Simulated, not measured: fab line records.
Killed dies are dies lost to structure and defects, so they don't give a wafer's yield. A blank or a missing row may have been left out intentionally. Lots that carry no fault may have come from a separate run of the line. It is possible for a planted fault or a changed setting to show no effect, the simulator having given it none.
Chamber matching | flow gf180mcu | GF_V3_CVD_00 on hdpcvd-01: 3 sister chambers
The step deposits SiO2, target thk 600 nm, time 100 s. 3 wafers are shown with their chamber, then 7 later ones without.

## WAFERS WITH THEIR CHAMBER
wafer  | chamber | sih4_flow_sccm (sccm)
L986.6 | 1       | 60.07
L987.1 | 0       | 59.79
L987.2 | 2       | 60.11

## WAFERS WITH NO CHAMBER GIVEN
wafer  | sih4_flow_sccm (sccm)
L987.4 | 60.05
L988.3 | 60.05
L988.4 | 59.83
L988.6 | 60.30
L990.2 | 60.00
L990.3 | 60.34
L990.5 | 59.69

## WHICH CHAMBER EACH ONE RAN IN
wafer  | from the rows above          | in truth
L987.4 | can't be placed: 1 or 2 or 0 | 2
L988.3 | can't be placed: 1 or 2 or 0 | 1
L988.4 | can't be placed: 0 or 1 or 2 | 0
L988.6 | can't be placed: 2 or 1      | 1
L990.2 | can't be placed: 1 or 2 or 0 | 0
L990.3 | can't be placed: 2 or 1      | 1
L990.5 | 0                            | 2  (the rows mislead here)
Correctly placed: 0 of 7. Cannot be placed on the basis of these rows: 6; the candidates contain the true chamber in 6. Wrongly placed: 1.
How it was worked out, from the rows above alone: a wafer's distance from a chamber is the root of the sum, over the readings, of the square of ((its reading less the chamber's mean) divided by the reading's scatter). If the next closest chamber is less than 2 further off than the closest, the wafer can't be placed; otherwise it belongs to the closest. Each chamber's mean is taken over the wafers shown for it. The scatter: root of mean squared gap, hidden wafer to nearest shown wafer, with one shown wafer a chamber.
